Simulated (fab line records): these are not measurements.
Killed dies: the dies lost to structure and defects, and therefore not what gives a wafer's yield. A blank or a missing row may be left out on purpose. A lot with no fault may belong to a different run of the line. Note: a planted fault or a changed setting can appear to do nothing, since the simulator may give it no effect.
fab line records -- flow sfqLine
record: lots: 6, wafers: 18, lastDay: 83
route steps=325 shown M1@62 I1@73
lots that met no fault: from a run of the same line without faults
startH: start of the lot's first displayed wafer, in hours after the record's first day -- waitH: hours from the lot's prior step to this one -- " repeats the value in the row above -- L1.1+2: a row that stands for several wafers -- - no value, or no start given -- * or withheld: withheld -- < > ~ a bound
route shown NAME@n: NAME is a module with steps in the file, n the number in the route of the first one -- usual: mean/standard deviation of fault-free wafers -- same: alike in all rows -- chamber/n: place in a boat -- sites: readings site by site -- _std_site: the values' standard deviation -- _edge_site: mean of outer sites minus mean of inner sites -- radiusMm: how far each site lies from the wafer's centre -- mask NAME#n: copy n -- behind: the last tool/chamber to shape the wafer -- hold: what put the lot on hold/how long, in hours/how the hold closed -- device: the n, p or np transistor that did not switch -- end of line: tests of these same wafers at the route's end -- step lacking rows: just its recipe -- killed: at the first sort, the dies lost to defects and structure; wafer yield is something else -- map: a wafer's dies, marking killed ones x, the rest . and places with no die _
set.NAME: the setting that was run; set.NAME@STEP: the one run at that earlier step -- model.NAME: the simulator's own value behind a step, which no gauge read
a table for each step, a row for each wafer; lots at some steps of the route
services: the hour from which a tool's chamber was out of use, counted from the record's first day as startH (under 0 if before that day), plus the number of hours and why
== steps ==
step: SFQ_TRILAYER_M1_LITHO_COAT_044
recipe: resist: BARC, spinRpm: 3000, resistThkNm: 62
step: SFQ_TRILAYER_M1_LITHO_COAT_039
recipe: resist: KrF, spinRpm: 3000, resistThkNm: 600
step: SFQ_TRILAYER_M1_LITHO_SOFTBAKE_043
recipe: tempC: withheld, timeS: withheld, resist: KrF
step: SFQ_TRILAYER_M1_LITHO_EXPOSE_040
recipe: maskId: M1, na: 0.6, sourceShape: conventional, sigmaOuter: 0.65, targetCdNm: 500, doseMj: 14.4
step: SFQ_TRILAYER_M1_LITHO_PEB_042
recipe: pebTempC: 115, pebTimeS: 60, resist: KrF
step: SFQ_TRILAYER_M1_LITHO_DEVELOP_041
recipe: timeS: 60, resist: KrF
step: SFQ_M1_OVL_MEAS_911
usual: M1_OVL: -3/6
lot.wafer,tool,chamber,startH,waitH,M1_OVL[nm]
L103.1,overlay-01,-,458.99,0.1,-6
L103.5,overlay-01,-,458.99,0.1,2
L103.6,overlay-01,-,458.99,0.1,9
L104.1,overlay-01,-,473.39,0.1,-10
L104.2,overlay-01,-,473.39,0.1,-9
L104.3,overlay-01,-,473.39,0.1,-8
L108.1,overlay-01,-,535.62,0.1,-6
L108.4,overlay-01,-,535.62,0.1,-5
L108.6,overlay-01,-,535.62,0.1,-2
L112.1,overlay-01,-,560.65,0.2,4
L112.3,overlay-01,-,560.65,0.2,4
L112.5,overlay-01,-,560.65,0.2,5
L118.1,overlay-01,-,614.80,0.1,-3
L118.3,overlay-01,-,614.80,0.1,4
L118.6,overlay-01,-,614.80,0.1,0
L119.2,overlay-02,-,626.80,0.1,-2
L119.3,overlay-02,-,626.80,0.1,6
L119.4,overlay-02,-,626.80,0.1,0
step: SFQ_TRILAYER_M1_BARC_OPEN_METAL_ETCH_054
recipe: maskMaterial: PR, chemistry: O2, targetDepthNm: 125, target: BARC, icpW: 600, biasW: 80, pressureMtorr: 10, timeS: 41.7
usual: drypumpMotorCurrentA: 5.3/0.34, oesProductAu: 0.685/0.0051
lot.wafer,tool,chamber,startH,waitH,drypumpMotorCurrentA,oesProductAu,rfHoursCounterH
L103.1,rieMetal-03,1,459.03,0.0,5.7,0.679,71
L103.5,rieMetal-03,0,459.03,0.0,4.7,0.679,-
L103.6,rieMetal-03,1,459.03,0.0,5.8,0.688,-
L104.1,rieMetal-04,0,473.43,0.0,5.0,0.682,170
L104.2,rieMetal-04,1,473.43,0.0,5.5,0.687,9
L104.3,rieMetal-04,0,473.43,0.0,5.0,0.687,-
L108.1,rieMetal-01,0,535.66,0.0,5.2,0.681,131
L108.4,rieMetal-01,1,535.66,0.0,5.6,0.679,-
L108.6,rieMetal-01,0,535.66,0.0,5.2,0.683,-
L112.1,rieMetal-04,1,560.69,0.0,5.4,0.682,26
L112.3,rieMetal-04,1,560.69,0.0,5.4,0.684,-
L112.5,rieMetal-04,1,560.69,0.0,5.4,0.684,-
L118.1,rieMetal-01,1,614.83,0.0,5.6,0.683,122
L118.3,rieMetal-01,1,614.83,0.0,5.6,0.681,-
L118.6,rieMetal-01,1,614.83,0.0,5.6,0.689,-
L119.2,rieMetal-01,0,626.83,0.0,5.2,0.680,147
L119.3,rieMetal-01,1,626.83,0.0,5.6,0.691,-
L119.4,rieMetal-01,0,626.83,0.0,5.2,0.677,-
step: SFQ_TRILAYER_M1_ETCH_METAL_ETCH_042
recipe: target: Nb, stopOn: SiO2, maskMaterial: PR, chemistry: Cl2/Ar, targetDepthNm: 240, icpW: 600, biasW: 80, pressureMtorr: 10, timeS: 120
usual: drypumpMotorCurrentA: 5.3/0.34, oesProductAu: 0.895/0.0069
lot.wafer,tool,chamber,startH,waitH,drypumpMotorCurrentA,oesProductAu,rfHoursCounterH
L103.1,rieMetal-03,1,459.09,0.0,5.7,0.895,71
L103.5,rieMetal-03,0,459.09,0.0,4.7,0.887,-
L103.6,rieMetal-03,1,459.09,0.0,5.8,0.892,-
L104.1,rieMetal-04,0,473.49,0.0,5.0,0.898,170
L104.2,rieMetal-04,1,473.49,0.0,5.4,0.889,9
L104.3,rieMetal-04,0,473.49,0.0,5.0,0.884,-
L108.1,rieMetal-01,0,535.72,0.0,5.2,0.899,131
L108.4,rieMetal-01,1,535.72,0.0,5.6,0.892,-
L108.6,rieMetal-01,0,535.72,0.0,5.2,0.891,-
L112.1,rieMetal-04,1,560.81,0.1,5.5,0.902,27
L112.3,rieMetal-04,1,560.81,0.1,5.5,0.903,-
L112.5,rieMetal-04,1,560.81,0.1,5.5,0.896,-
L118.1,rieMetal-01,1,614.89,0.0,5.6,0.891,122
L118.3,rieMetal-01,1,614.89,0.0,5.6,0.904,-
L118.6,rieMetal-01,1,614.89,0.0,5.6,0.904,-
L119.2,rieMetal-01,0,626.89,0.0,5.2,0.896,147
L119.3,rieMetal-01,1,626.89,0.0,5.6,0.899,-
L119.4,rieMetal-01,0,626.89,0.0,5.2,0.906,-
step: SFQ_TRILAYER_M1_STRIP_STRIP_043
recipe: gas: O2, powerW: 200, platenTempC: 40, overashFraction: 0.65, chemistry: O2, pressureMtorr: 50
usual: drypumpMotorCurrentA: 5.3/0.34, oesProductAu: 1.005/0.0068
same: overashFraction: 0.65
lot.wafer,tool,chamber,startH,waitH,drypumpMotorCurrentA,oesProductAu,rfHoursCounterH
L103.1,rieMetal-03,1,459.21,0.1,5.8,1.018,71
L103.5,rieMetal-03,0,459.21,0.1,4.8,0.998,-
L103.6,rieMetal-03,1,459.21,0.1,5.8,1.000,-
L104.1,rieMetal-04,0,473.61,0.1,5.0,1.000,170
L104.2,rieMetal-04,1,473.61,0.1,5.4,0.998,9
L104.3,rieMetal-04,0,473.61,0.1,5.1,1.000,-
L108.1,rieMetal-01,0,535.84,0.1,5.2,1.004,131
L108.4,rieMetal-01,1,535.84,0.1,5.6,1.010,-
L108.6,rieMetal-01,0,535.84,0.1,5.2,0.999,-
L112.1,rieMetal-04,1,561.06,0.2,5.5,1.001,27
L112.3,rieMetal-04,1,561.06,0.2,5.5,1.000,-
L112.5,rieMetal-04,1,561.06,0.2,5.4,0.998,-
L118.1,rieMetal-01,1,615.02,0.1,5.6,1.005,122
L118.3,rieMetal-01,1,615.02,0.1,5.6,1.004,-
L118.6,rieMetal-01,1,615.02,0.1,5.6,1.000,-
L119.2,rieMetal-01,0,627.02,0.1,5.2,0.998,147
L119.3,rieMetal-01,1,627.02,0.1,5.6,1.016,-
L119.4,rieMetal-01,0,627.02,0.1,5.2,1.010,-
step: SFQ_TRILAYER_M1_STRIP_SOLV_CLEAN_044
recipe: chemistry: NMP, tempC: 70, timeS: 600
step: SFQ_TRILAYER_I1_DEP_PECVD_045
recipe: material: SiO2, tempC: 150, timeS: 111.11, pressureTorr: 2.4, rfW: 183.3, precursor: SiH4/N2O, targetThkNm: 500
usual: heaterPowerW: 82/13, throttleValvePct: 24.4/1.3
lot.wafer,tool,chamber,startH,waitH,heaterPowerW,sinceWetCleanH,throttleValvePct
L103.1,pecvd-02,2,460.00,0.0,91,252,22.3
L103.5,pecvd-02,2,460.00,0.0,95,-,22.1
L103.6,pecvd-02,0,460.00,0.0,76,-,24.5
L104.1,pecvd-01,0,474.40,0.0,76,1389,25.9
L104.2,pecvd-01,1,474.40,0.0,93,1389,26.5
L104.3,pecvd-01,2,474.40,0.0,76,1389,25.4
L108.1,pecvd-02,1,536.62,0.0,84,328,22.9
L108.4,pecvd-02,2,536.62,0.0,88,-,22.5
L108.6,pecvd-02,1,536.62,0.0,84,-,23.0
L112.1,pecvd-01,2,562.43,0.0,80,1477,25.2
L112.3,pecvd-01,0,562.43,0.0,71,1477,25.7
L112.5,pecvd-01,2,562.43,0.0,66,-,25.6
L118.1,pecvd-02,1,615.79,0.0,87,408,22.9
L118.3,pecvd-02,0,615.79,0.0,82,408,24.9
L118.6,pecvd-02,1,615.79,0.0,68,-,23.0
L119.2,pecvd-04,1,627.97,0.0,102,789,25.4
L119.3,pecvd-04,0,627.97,0.0,77,789,26.0
L119.4,pecvd-04,1,627.97,0.0,113,-,25.2
step: SFQ_TRILAYER_I1_CMP_CMP_046
recipe: material: SiO2, downForcePsi: 3, platenRpm: 60, padVelocityMS: 0.94248
usual: motorCurrentA: 9.3/0.7, platenRpm: 60.01/0.043, timeToEndpointS: 216/7
lot.wafer,tool,chamber,startH,waitH,motorCurrentA,platenRpm,timeToEndpointS
L103.1,cmp-01,3,460.08,0.0,10.0,54.05,226
L103.5,cmp-01,3,462.08,2.0,10.9,54.05,235
L103.6,cmp-01,0,462.08,2.0,8.5,54.05,233
L104.2,cmp-01,0,476.97,2.5,8.9,54.05,229
L104.3,cmp-01,1,476.97,2.5,9.8,54.05,226
L104.1,cmp-01,2,476.97,2.5,9.7,54.00,232
L108.4,cmp-02,0,546.00,9.3,8.8,59.96,230
L108.1,cmp-02,2,547.00,10.3,8.8,60.04,214
L108.6,cmp-02,1,548.50,11.8,9.8,60.06,220
L112.3,cmp-01,0,574.90,12.4,8.9,59.95,209
L112.1,cmp-01,1,574.90,12.4,10.6,60.00,211
L112.5,cmp-01,1,577.40,14.9,9.5,60.00,217
L118.3,cmp-02,3,631.00,15.2,8.6,59.99,212
L118.1,cmp-02,0,631.00,15.2,9.0,59.99,217
L118.6,cmp-02,3,633.00,17.1,8.4,60.01,215
L119.4,cmp-02,2,643.00,15.0,8.7,60.00,209
L119.3,cmp-02,3,643.00,15.0,8.9,59.99,213
L119.2,cmp-02,1,644.50,16.5,9.1,60.08,213
step: SFQ_I1_BOW_MEAS_912
recipe: mode: bow
usual: I1_BOW: 2/7.4
lot.wafer,tool,chamber,startH,waitH,I1_BOW[um]
L103.1,filmMetro-02,-,463.08,2.5,-11
L103.5,filmMetro-02,-,463.08,2.5,-13
L103.6,filmMetro-02,-,463.08,2.5,5
L104.1,filmMetro-01,-,479.47,1.0,-10
L104.2,filmMetro-01,-,479.47,1.0,3
L104.3,filmMetro-01,-,479.47,1.0,1
L108.1,filmMetro-01,-,549.00,1.5,-4
L108.4,filmMetro-01,-,549.00,1.5,-10
L108.6,filmMetro-01,-,549.00,1.5,-5
L112.1,filmMetro-01,-,577.90,2.0,11
L112.3,filmMetro-01,-,577.90,2.0,-15
L112.5,filmMetro-01,-,577.90,2.0,9
L118.1,filmMetro-03,-,634.00,2.0,2
L118.3,filmMetro-03,-,634.00,2.0,14
L118.6,filmMetro-03,-,634.00,2.0,-2
L119.2,filmMetro-01,-,646.02,1.0,-7
L119.3,filmMetro-01,-,646.02,1.0,10
L119.4,filmMetro-01,-,646.02,1.0,1
== services ==
tool,chamber,startH,hours,kind
rieMetal-01,0,443.13,12.8,repair
rieMetal-04,1,461.52,3.9,repair
cmp-01,-,471.37,0.4,repair
cmp-02,-,477.38,1.0,repair
pecvd-04,1,482.45,10.7,repair
pecvd-02,-,485.83,2.6,repair
rieMetal-01,0,509.01,4.1,repair
cmp-02,-,513.33,14.7,pm
pecvd-01,2,516.08,10.4,repair
pecvd-04,1,523.58,7.0,repair
rieMetal-04,0,547.12,-,clean
rieMetal-04,0,547.12,15.2,scheduledDown
rieMetal-04,0,547.12,15.2,ventCycle
pecvd-01,-,563.75,14.0,pm
pecvd-01,0,563.75,14.0,ventCycle
pecvd-01,1,563.75,14.0,ventCycle
pecvd-01,2,563.75,14.0,ventCycle
cmp-01,-,563.92,5.0,pm
pecvd-01,0,577.75,-,clean
pecvd-01,1,577.75,-,clean
cmp-02,-,579.00,4.0,pm
cmp-02,-,583.00,-,consumableReplace:conditioner
cmp-02,-,583.00,-,consumableReplace:pad
pecvd-01,-,615.98,0.7,repair
== key ==
firstSign: step: SFQ_TRILAYER_I1_CMP_CMP_046, reading: platenRpm, direction: down, sigmas: 99+, usual: 60.01, struck: 54.04
effect: step: SFQ_TRILAYER_I1_CMP_CMP_046, reading: timeToEndpointS, direction: up, sigmas: 2.1, usual: *, struck: *
metAt SFQ_TRILAYER_I1_CMP_CMP_046
struckWafers L103.1,L103.5,L103.6,L104.1,L104.2,L104.3
fault: kind: processParameterDrift, tool: cmp-01, chamber: -, onsetH: 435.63, steps: SFQ_TRILAYER_I1_CMP_CMP_046, channel: platenRpm, offset: -6, shape: step, endH: 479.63, actsIn: theseRecipesOnly, stated: 60
